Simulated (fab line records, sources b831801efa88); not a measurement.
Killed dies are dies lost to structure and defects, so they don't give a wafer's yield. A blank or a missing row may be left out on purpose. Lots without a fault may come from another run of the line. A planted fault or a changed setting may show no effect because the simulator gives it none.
fab line records | flow sky130
record lots=6 wafers=18 last_day=50
route steps=708 shown METAL4@621 PAD_OPEN@708
lots that met no fault: from a run of the same line without faults
start_h: hours from the record's first day to the start of the lot's first wafer shown | wait_h: hours since the lot's step before | " the same as in the row above | L1.1+2: a row that stands for several wafers | - no value, or no start given | * or withheld: withheld | < > ~ a bound
route shown NAME@n: a module of which the file shows steps, and the number in the route of the first | usual: mean/standard deviation of fault-free wafers | same: alike in all rows | chamber/n: place in a boat | sites: the reading at each site | _std_site: their standard deviation | _edge_site: outer sites' mean less inner sites' | radius_mm: how far each site lies from the wafer's centre | mask NAME#n: copy n | behind: the tool/chamber that last shaped the wafer | hold: why the lot was held/for how many hours/how that ended | device: the transistor (n, p or np) that didn't switch | end of line: the same wafers' tests at the end of the route | a step without rows: its recipe alone | killed: dies lost to structure and defects at the first sort, not the wafer's yield | map: a wafer's dies, x killed, . not, _ none there
set.NAME: the setting as run; set.NAME@STEP: as run at that earlier step | model.NAME: the simulator's own value behind a step, which no gauge read
lots at some steps of the route; a table a step, a row a wafer
services: from which hour (start_h, from the record's first day; less than 0 if before it) a tool's chamber was out of use, for how many hours, and why
## steps
# step SKY_METAL4_DEHYDRATE_05
# recipe temp_c=200 time_s=60
# step SKY_METAL4_HMDS_06
# recipe prime_time_s=60 prime_temp_c=120
# step SKY_METAL4_COAT_07
# recipe resist=BARC temp_c=withheld time_s=withheld spin_rpm=3000 resist_thk_nm=60
# step SKY_METAL4_COAT_08
# recipe resist=KrF-thick spin_rpm=3000 resist_thk_nm=1140
# step SKY_METAL4_SOFTBAKE_09
# recipe temp_c=100 time_s=90 resist=KrF-thick
# step SKY_METAL4_EXPOSE_10
# recipe mask_id=MM4 na=0.68 source_shape=annular sigma_inner=0.4 sigma_outer=0.8 target_cd_nm=300 dose_mj=28
# step SKY_METAL4_PEB_11
# recipe peb_temp_c=withheld peb_time_s=withheld resist=KrF-thick
# step SKY_METAL4_DEVELOP_12
# recipe develop_time_s=60 resist=KrF-thick dev_temp_c=21
# step SKY_METAL4_CD_MEAS_13
# recipe target_cd_nm=300
# usual cd_nm=300.5/1.3
# columns lot.wafer tool chamber start_h wait_h cd_nm
L236.2 cd_sem-02 - 1018.56 - 303.0
L236.3 " - " " 301.6
L236.5 " - " " 303.4
L246.1 cd_sem-01 - 1073.43 - 298.9
L246.3 " - " " 299.6
L246.4 " - " " 298.8
L247.1 cd_sem-01 - 1088.13 - 300.5
L247.3 " - " " 299.2
L247.4 " - " " 299.4
L248.2 cd_sem-02 - 1088.21 - 301.9
L248.3 " - " " 301.6
L248.6 " - " " 301.7
L250.1 cd_sem-02 - 1102.23 - 301.2
L250.4 " - " " 301.2
L250.6 " - " " 300.0
L253.2 cd_sem-01 - 1126.25 - 298.5
L253.4 " - " " 299.9
L253.6 " - " " 298.5
# step SKY_METAL4_OVL_MEAS_14
# usual METAL4_OVL=-3/5.6
# columns lot.wafer tool chamber start_h wait_h METAL4_OVL[nm]
L236.2 overlay-01 - 1018.67 0.1 -3
L236.3 " - " " -3
L236.5 " - " " -5
L246.1 overlay-02 - 1073.55 0.1 -4
L246.3 " - " " -12
L246.4 " - " " -5
L247.1 overlay-01 - 1088.25 0.1 14
L247.3 " - " " 8
L247.4 " - " " 6
L248.2 overlay-02 - 1088.32 0.1 -1
L248.3 " - " " -1
L248.6 " - " " -4
L250.1 overlay-02 - 1102.35 0.1 -3
L250.4 " - " " 2
L250.6 " - " " 9
L253.2 overlay-01 - 1126.36 0.1 -3
L253.4 " - " " -7
L253.6 " - " " -9
# step SKY_METAL4_DESCUM_15
# recipe chemistry=O2 source_power_w=150 bias_power_w=0 pressure_mtorr=10 temp_c=40 time_s=8
# usual drypump_motor_current_A=5.7/0.33 oes_product_au=0.996/0.013
# same time_s=8
# columns lot.wafer tool chamber start_h wait_h drypump_motor_current_A oes_product_au rf_hours_counter_h
L236.2 rie_metal-02 0 1018.70 0.0 5.9 1.004 15
L236.3 " 1 " " 5.3 0.980 -
L236.5 " 0 " " 5.9 1.003 -
L246.1 rie_metal-04 0 1073.58 0.0 6.1 0.987 9
L246.3 " 0 " " 6.1 0.991 -
L246.4 " 1 " " 5.5 0.989 -
L247.1 rie_metal-02 1 1088.29 0.0 5.3 0.980 16
L247.3 " 1 " " 5.3 0.967 -
L247.4 " 0 " " 6.0 1.015 -
L248.2 rie_metal-04 0 1088.35 0.0 6.1 0.996 10
L248.3 " 1 " " 5.5 1.000 -
L248.6 " 0 " " 6.1 0.990 -
L250.1 rie_metal-02 1 1102.39 0.0 5.3 0.971 17
L250.4 " 1 " " 5.3 0.977 -
L250.6 " 1 " " 5.3 0.979 -
L253.2 rie_metal-04 1 1126.39 0.0 5.5 1.003 17
L253.4 " 1 " " 5.4 1.001 -
L253.6 " 1 " " 5.5 0.999 -
# step SKY_METAL4_ETCH_16
# recipe chemistry=N2/H2 target=BARC ion_energy_ev=200 bias_w=100 pressure_mtorr=30 n2_flow_sccm=100 h2_flow_sccm=200 icp_w=500 stop_on=SiO2 time_s=88.2 target_depth_a=600
# usual bias_w=100.01/0.3 chamber_pressure_mTorr=30.002/0.027 drypump_motor_current_A=5.7/0.34 oes_product_au=0.626/0.0049 throttle_valve_pct=13.206/0.0088
# same time_s=88.2
# columns lot.wafer tool chamber start_h wait_h bias_w chamber_pressure_mTorr drypump_motor_current_A oes_product_au rf_hours_counter_h throttle_valve_pct
L236.2 rie_metal-02 0 1018.73 0.0 100.09 30.066 6.0 0.620 15 13.220
L236.3 " 1 " " 100.56 30.001 5.3 0.629 - 13.204
L236.5 " 0 " " 100.10 30.024 6.0 0.622 - 13.222
L246.1 rie_metal-04 0 1073.61 0.0 99.61 30.029 6.2 0.623 9 13.210
L246.3 " 0 " " 99.95 30.028 6.2 0.628 - 13.202
L246.4 " 1 " " 100.22 29.976 5.5 0.629 - 13.205
L247.1 rie_metal-02 1 1088.32 0.0 99.74 29.962 5.3 0.623 16 13.204
L247.3 " 1 " " 99.62 30.036 5.3 0.633 - 13.207
L247.4 " 0 " " 100.21 29.997 6.0 0.628 - 13.207
L248.2 rie_metal-04 0 1088.38 0.0 99.48 29.972 6.2 0.622 10 13.217
L248.3 " 1 " " 99.95 30.037 5.5 0.628 - 13.197
L248.6 " 0 " " 100.13 29.999 6.2 0.627 - 13.179
L250.1 rie_metal-02 1 1102.42 0.0 100.00 30.011 5.3 0.630 17 13.198
L250.4 " 1 " " 100.06 29.979 5.4 0.631 - 13.216
L250.6 " 1 " " 100.33 30.019 5.3 0.622 - 13.215
L253.2 rie_metal-04 1 1126.42 0.0 100.03 29.978 5.5 0.628 17 13.215
L253.4 " 1 " " 100.16 29.990 5.5 0.623 - 13.198
L253.6 " 1 " " 100.08 29.990 5.5 0.622 - 13.192
# step SKY_METAL4_ETCH_17
# recipe target=SiO2 stop_on=TiN chemistry=C4F8/O2/Ar source_w=1500 bias_w=1200 pressure_mtorr=40 c4f8_flow_sccm=withheld O2_flow_sccm=6 Ar_flow_sccm=300 time_s=3.9 target_depth_a=150
# usual bias_w=1200/3.3 chamber_pressure_mTorr=40.00/0.04 oes_product_au=0.754/0.0071 time_s=3.9/0
# columns lot.wafer tool chamber start_h wait_h bias_w chamber_pressure_mTorr oes_product_au rf_hours_counter_h time_s
L236.2 rie_diel-04 0 1018.83 0.1 1199 40.01 0.756 4 3.9
L236.3 " 2 " " 1198 39.99 0.753 26 3.9
L236.5 " 1 " " 1202 39.99 0.749 - 3.9
L246.1 rie_diel-04 1 1073.71 0.1 - - - - -
L246.3 " 0 " " - - - - -
L246.4 " 2 " " - - - - -
L247.1 rie_diel-01 0 1088.42 0.1 - - - - -
L247.3 " 1 " " - - - - -
L247.4 " 3 " " - - - - -
L248.2 rie_diel-02 2 1088.48 0.1 1202 39.97 0.746 8 3.9
L248.3 " 1 " " 1203 39.98 0.749 16 3.9
L248.6 " 1 " " 1204 39.96 0.750 - 3.9
L250.1 rie_diel-04 1 1102.52 0.1 1202 40.08 0.746 21 3.9
L250.4 " 2 " " 1211 39.97 0.751 28 3.9
L250.6 " 0 " " 1203 39.99 0.745 - 3.9
L253.2 rie_diel-04 0 1126.52 0.1 1198 40.08 0.749 7 3.9
L253.4 " 3 " " 1200 40.00 0.760 17 3.9
L253.6 " 0 " " 1204 39.95 0.744 - 3.9
# step SKY_METAL4_METAL_ETCH_18
# recipe target_depth_a=8450 stop_on=SiO2 over_etch_frac=0.3 time_s=183.1 chemistry=Cl2/BCl3 resist_sidewall_deg=88 pressure_mtorr=10 icp_w=900 bias_w=48.5 Cl2_flow_sccm=60 bcl3_flow_sccm=30
# usual bcl3_flow_sccm=29.99/0.092 bias_w=48.51/0.14 drypump_motor_current_A=5.7/0.34 oes_product_au=0.866/0.0064 throttle_valve_pct=22.264/0.0096
# same time_s=183.1
# columns lot.wafer tool chamber start_h wait_h bcl3_flow_sccm bias_w drypump_motor_current_A oes_product_au rf_hours_counter_h throttle_valve_pct
L236.2 rie_metal-04 0 1018.85 0.0 30.03 48.46 6.1 0.860 5 22.276
L236.3 " 0 " " 30.04 48.72 6.1 0.864 - 22.270
L236.5 " 1 " " 29.89 48.52 5.5 0.869 - 22.262
L246.1 rie_metal-02 0 1073.73 0.0 30.06 48.62 5.9 0.869 19 22.283
L246.3 " 0 " " 29.95 48.19 6.0 0.851 - 22.257
L246.4 " 1 " " 29.92 48.52 5.3 0.871 - 22.278
L247.1 rie_metal-01 1 1088.44 0.0 29.87 48.54 6.1 0.866 13 22.255
L247.3 " 1 " " 29.90 48.78 6.1 0.855 - 22.258
L247.4 " 0 " " 29.94 48.36 5.4 0.860 - 22.270
L248.2 rie_metal-02 1 1088.50 0.0 29.81 48.57 5.3 0.858 16 22.266
L248.3 " 0 " " 29.99 48.55 5.9 0.874 - 22.261
L248.6 " 0 " " 29.94 48.50 6.0 0.862 - 22.260
L250.1 rie_metal-01 1 1102.54 0.0 30.01 48.64 6.1 0.865 14 22.259
L250.4 " 1 " " 30.03 48.42 6.1 0.858 - 22.255
L250.6 " 1 " " 30.10 48.70 6.1 0.865 - 22.258
L253.2 rie_metal-01 1 1126.54 0.0 30.05 48.37 6.0 0.865 15 22.251
L253.4 " 1 " " 30.06 48.56 6.1 0.863 - 22.264
L253.6 " 0 " " 29.86 48.53 5.3 0.868 - 22.237
# step SKY_PAD_OPEN_PROBE_99
# usual defect_limited_yield=82.9/2.2 killed_at_M0_to_M3=42/7 killed_at_M4_up=2.8/1.8 killed_at_contacts=24/5.8 killed_at_front_end=15/4.8 killed_at_other=0.3/0.56 killed_dies=84/11 killed_on_rim=17/4.2 killed_open=46/7.8 killed_short=38/6.3 sort_bin_3_pad_short=0.8/0.43 sort_bin_5_function=10.2/1.6 sort_bin_6_memory=6.0/1.1 sort_n_pass=408/11 sort_yield_pct=82.9/2.2
# same gross_dies=492 killed_at_back_side=0 sort_bin_4_leakage[%]=0 sort_bin_8_speed[%]=0
# columns lot.wafer tool chamber start_h wait_h defect_limited_yield[%] killed_at_M0_to_M3 killed_at_M4_up killed_at_contacts killed_at_front_end killed_at_other killed_dies killed_on_rim killed_open killed_short sort_bin_3_pad_short[%] sort_bin_5_function[%] sort_bin_6_memory[%] sort_n_pass sort_yield_pct[%]
L236.2 prober-02 - 1110.61 0.1 79.3 45 1 41 15 0 102 16 59 42 0.6 13.4 6.7 390 79.3
L236.3 prober-02 - 1110.66 0.2 78.3 57 4 29 16 1 107 26 65 42 0.6 13.0 8.1 385 78.3
L236.5 prober-02 - 1110.76 0.2 81.7 45 5 25 15 0 90 13 49 39 1.2 11.2 5.9 402 81.7
L246.1 prober-02 - 1158.73 0.1 0 35 425 19 13 0 492 96 38 31 0.4 94.1 5.5 0 0
L246.3 prober-02 - 1158.83 0.2 0 38 417 22 15 0 492 96 43 34 0.6 94.1 5.3 0 0
L246.4 prober-02 - 1158.88 0.2 0 37 414 25 16 0 492 96 38 44 0.6 93.3 6.1 0 0
L247.1 prober-01 - 1170.59 0.1 0 53 403 25 11 0 492 96 55 40 0.8 91.7 7.5 0 0
L247.3 prober-01 - 1170.69 0.2 0 40 406 35 11 0 492 96 49 37 1.4 91.7 6.9 0 0
L247.4 prober-01 - 1170.74 0.2 0 38 421 20 13 0 492 96 34 41 1.8 91.5 6.7 0 0
L248.2 prober-02 - 1170.99 0.1 80.3 46 0 25 26 0 97 22 59 38 1.4 12.8 5.5 395 80.3
L248.3 prober-02 - 1171.04 0.2 81.1 47 5 25 16 0 93 21 53 40 1.0 10.0 7.9 399 81.1
L248.6 prober-02 - 1171.19 0.2 86.2 34 3 13 18 0 68 10 37 31 0.8 8.5 4.5 424 86.2
L250.1 prober-02 - 1182.35 0.1 84.8 33 1 24 16 1 75 16 50 25 0.4 9.8 5.1 417 84.8
L250.4 prober-02 - 1182.50 0.2 82.9 44 0 22 18 0 84 13 49 35 1.2 7.9 7.9 408 82.9
L250.6 prober-02 - 1182.60 0.2 81.1 40 4 24 24 1 93 20 44 49 1.0 11.2 6.7 399 81.1
L253.2 prober-01 - 1201.65 0.1 84.8 38 1 28 6 2 75 12 45 28 0.4 10.0 4.9 417 84.8
L253.4 prober-01 - 1201.75 0.2 87.2 29 2 21 10 1 63 14 30 32 0.8 8.1 3.9 429 87.2
L253.6 prober-01 - 1201.85 0.2 83.1 47 0 24 12 0 83 14 46 37 1.0 10.0 5.9 409 83.1
# killed by level:class
L236.2 LI_CONTACT:geometric_particle:open=13 CONTACT:geometric_particle:open=11 VIA1:geometric_particle:open=11 METAL1:geometric_particle:short=9 LOCAL_INTERCONNECT:geometric_particle:short=8 VIA3:geometric_particle:open=8 VIA2:geometric_particle:open=7 CONTACT:geometric_particle:short=5
L236.3 VIA2:geometric_particle:open=11 CONTACT:geometric_particle:open=10 VIA3:geometric_particle:open=9 LI_CONTACT:geometric_particle:open=8 METAL1:geometric_particle:short=8 METAL2:geometric_particle:short=7 VIA1:geometric_particle:open=7 POLY_GATE:geometric_particle:open=6
L236.5 VIA2:geometric_particle:open=11 LI_CONTACT:geometric_particle:open=9 VIA1:geometric_particle:open=9 METAL1:geometric_particle:short=9 CONTACT:geometric_particle:open=7 VIA3:geometric_particle:open=4 POLY_GATE:geometric_particle:short=3 POLY_CUT:geometric_particle:short=3
L246.1 METAL4:area_etch=423 VIA1:geometric_particle:open=10 CONTACT:geometric_particle:open=7 LI_CONTACT:geometric_particle:open=5 FIELD_ISO:geometric_particle:short=5 VIA1:geometric_particle:short=5 POLY_GATE:geometric_particle:short=4 VIA2:geometric_particle:open=4
L246.3 METAL4:area_etch=415 VIA1:geometric_particle:open=14 CONTACT:geometric_particle:open=10 LI_CONTACT:geometric_particle:open=5 METAL2:geometric_particle:short=5 VIA1:geometric_particle:short=4 VIA2:geometric_particle:open=4 FIELD_ISO:geometric_particle:open=3
L246.4 METAL4:area_etch=410 CONTACT:geometric_particle:short=9 VIA1:geometric_particle:open=7 VIA3:geometric_particle:open=7 LI_CONTACT:geometric_particle:open=6 CONTACT:geometric_particle:open=5 VIA1:geometric_particle:short=5 POLY_GATE:geometric_particle:short=4
L247.1 METAL4:area_etch=397 VIA1:geometric_particle:open=16 CONTACT:geometric_particle:open=8 LOCAL_INTERCONNECT:geometric_particle:short=7 METAL2:geometric_particle:short=7 VIA3:geometric_particle:open=7 VIA1:geometric_particle:short=6 LI_CONTACT:geometric_particle:open=5
L247.3 METAL4:area_etch=405 CONTACT:geometric_particle:open=16 METAL2:geometric_particle:short=11 LI_CONTACT:geometric_particle:open=8 POLY_GATE:geometric_particle:open=5 VIA1:geometric_particle:open=5 VIA3:geometric_particle:open=5 LOCAL_INTERCONNECT:geometric_particle:short=4
L247.4 METAL4:area_etch=417 FIELD_ISO:geometric_particle:short=8 VIA1:geometric_particle:open=7 LI_CONTACT:geometric_particle:open=6 VIA2:geometric_particle:open=5 CONTACT:geometric_particle:short=5 METAL2:geometric_particle:short=5 CONTACT:geometric_particle:open=4
L248.2 VIA1:geometric_particle:open=11 CONTACT:geometric_particle:open=10 POLY_GATE:geometric_particle:open=8 LI_CONTACT:geometric_particle:open=7 METAL2:geometric_particle:short=7 FIELD_ISO:geometric_particle:open=6 CONTACT:geometric_particle:short=6 VIA2:geometric_particle:open=6
L248.3 VIA2:geometric_particle:open=19 CONTACT:geometric_particle:open=8 CONTACT:geometric_particle:short=6 POLY_GATE:geometric_particle:open=5 VIA1:geometric_particle:open=5 METAL4:geometric_particle:short=5 LI_CONTACT:geometric_particle:open=4 METAL1:geometric_particle:short=4
L248.6 VIA3:geometric_particle:open=9 CONTACT:geometric_particle:open=8 FIELD_ISO:geometric_particle:short=5 METAL1:geometric_particle:short=5 VIA1:geometric_particle:open=5 VIA2:geometric_particle:open=4 METAL2:geometric_particle:short=4 SONOS_ONO:geometric_particle:short=3
L250.1 CONTACT:geometric_particle:open=10 VIA1:geometric_particle:open=8 LI_CONTACT:geometric_particle:open=7 FIELD_ISO:geometric_particle:open=5 METAL2:geometric_particle:short=5 VIA2:geometric_particle:open=5 POLY_GATE:geometric_particle:short=4 LI_CONTACT:geometric_particle:short=3
L250.4 VIA1:geometric_particle:open=11 VIA3:geometric_particle:open=10 LI_CONTACT:geometric_particle:open=8 CONTACT:geometric_particle:open=6 METAL2:geometric_particle:short=5 FIELD_ISO:geometric_particle:open=4 VIA1:geometric_particle:short=4 POLY_GATE:geometric_particle:open=4
L250.6 CONTACT:geometric_particle:open=9 CONTACT:geometric_particle:short=7 VIA2:geometric_particle:open=7 VIA3:geometric_particle:short=7 FIELD_ISO:geometric_particle:short=6 FIELD_ISO:geometric_particle:open=6 LI_CONTACT:geometric_particle:open=5 VIA1:geometric_particle:short=5
L253.2 VIA1:geometric_particle:open=12 LI_CONTACT:geometric_particle:open=9 CONTACT:geometric_particle:open=9 CONTACT:geometric_particle:short=5 METAL1:geometric_particle:short=4 METAL2:geometric_particle:short=4 VIA2:geometric_particle:open=4 VIA2:geometric_particle:short=4
L253.4 LI_CONTACT:geometric_particle:open=9 CONTACT:geometric_particle:open=7 METAL1:geometric_particle:short=5 VIA1:geometric_particle:open=5 VIA1:geometric_particle:short=4 METAL2:geometric_particle:short=4 VIA2:geometric_particle:short=4 CONTACT:geometric_particle:short=3
L253.6 VIA1:geometric_particle:open=9 CONTACT:geometric_particle:open=8 METAL1:geometric_particle:short=8 VIA3:geometric_particle:open=7 METAL2:geometric_particle:short=7 LI_CONTACT:geometric_particle:open=6 CONTACT:geometric_particle:short=5 VIA2:geometric_particle:open=5
# map L246.1 (x killed, . not)
__________xxxxxxxxxx_________
________xxxxxxxxxxxxxx_______
______xxxxxxxxxxxxxxxxxx_____
_____xxxxxxxxxxxxxxxxxxxx____
____xxxxxxxxxxxxxxxxxxxxxx___
___xxxxxxxxxxxxxxxxxxxxxxxx__
__xxxxxxxxxxxxxxxxxxxxxxxxxx_
_xxxxxxxxxxxxxxxxxxxxxxxxxxxx
_xxxxxxxxxxxxxxxxxxxxxxxxxxxx
_xxxxxxxxxxxxxxxxxxxxxxxxxxxx
_xxxxxxxxxxxxxxxxxxxxxxxxxxxx
_xxxxxxxxxxxxxxxxxxxxxxxxxxxx
_xxxxxxxxxxxxxxxxxxxxxxxxxxxx
_xxxxxxxxxxxxxxxxxxxxxxxxxxxx
_xxxxxxxxxxxxxxxxxxxxxxxxxxxx
__xxxxxxxxxxxxxxxxxxxxxxxxxx_
___xxxxxxxxxxxxxxxxxxxxxxxx__
____xxxxxxxxxxxxxxxxxxxxxx___
_____xxxxxxxxxxxxxxxxxxxx____
______xxxxxxxxxxxxxxxxxx_____
________xxxxxxxxxxxxxx_______
__________xxxxxxxxxx_________
# map L247.1 (x killed, . not)
__________xxxxxxxxxx_________
________xxxxxxxxxxxxxx_______
______xxxxxxxxxxxxxxxxxx_____
_____xxxxxxxxxxxxxxxxxxxx____
____xxxxxxxxxxxxxxxxxxxxxx___
___xxxxxxxxxxxxxxxxxxxxxxxx__
__xxxxxxxxxxxxxxxxxxxxxxxxxx_
_xxxxxxxxxxxxxxxxxxxxxxxxxxxx
_xxxxxxxxxxxxxxxxxxxxxxxxxxxx
_xxxxxxxxxxxxxxxxxxxxxxxxxxxx
_xxxxxxxxxxxxxxxxxxxxxxxxxxxx
_xxxxxxxxxxxxxxxxxxxxxxxxxxxx
_xxxxxxxxxxxxxxxxxxxxxxxxxxxx
_xxxxxxxxxxxxxxxxxxxxxxxxxxxx
_xxxxxxxxxxxxxxxxxxxxxxxxxxxx
__xxxxxxxxxxxxxxxxxxxxxxxxxx_
___xxxxxxxxxxxxxxxxxxxxxxxx__
____xxxxxxxxxxxxxxxxxxxxxx___
_____xxxxxxxxxxxxxxxxxxxx____
______xxxxxxxxxxxxxxxxxx_____
________xxxxxxxxxxxxxx_______
__________xxxxxxxxxx_________
## services
# columns tool chamber start_h hours kind
rie_diel-04 3 1011.04 9.5 repair
rie_diel-02 - 1027.90 0.2 repair
rie_diel-02 3 1028.47 8.3 repair
rie_diel-04 - 1055.73 0.3 repair
rie_metal-01 0 1064.66 3.6 repair
rie_diel-01 - 1075.34 2.2 repair
rie_diel-01 3 1100.28 2.5 repair
## key
first_sign step=SKY_METAL4_ETCH_17 reading=tool_record direction=missing
effect step=SKY_PAD_OPEN_PROBE_99 reading=killed_at_M4_up direction=up sigmas=99+ usual=2.8 struck=414.3
more_kills_born_at SKY_METAL4_ETCH_17@rie_diel-04=1248 SKY_METAL4_ETCH_17@rie_diel-01=1219
met_at SKY_METAL4_ETCH_17
struck_wafers L246.1,L246.3,L246.4,L247.1,L247.3,L247.4
later_rows_left_out L246.1,L246.3,L246.4,L247.1,L247.3,L247.4
onset_between 1018.83 1073.71
fault kind=skipped_step_whole tool=rie_diel-01,rie_diel-04 chamber=- onset_h=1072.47 steps=SKY_METAL4_ETCH_17 scope=struck_lots_only
# later_rows_left_out: the simulator's readings of these wafers behind a module that went badly wrong aren't trusted and aren't shown, but for the sort
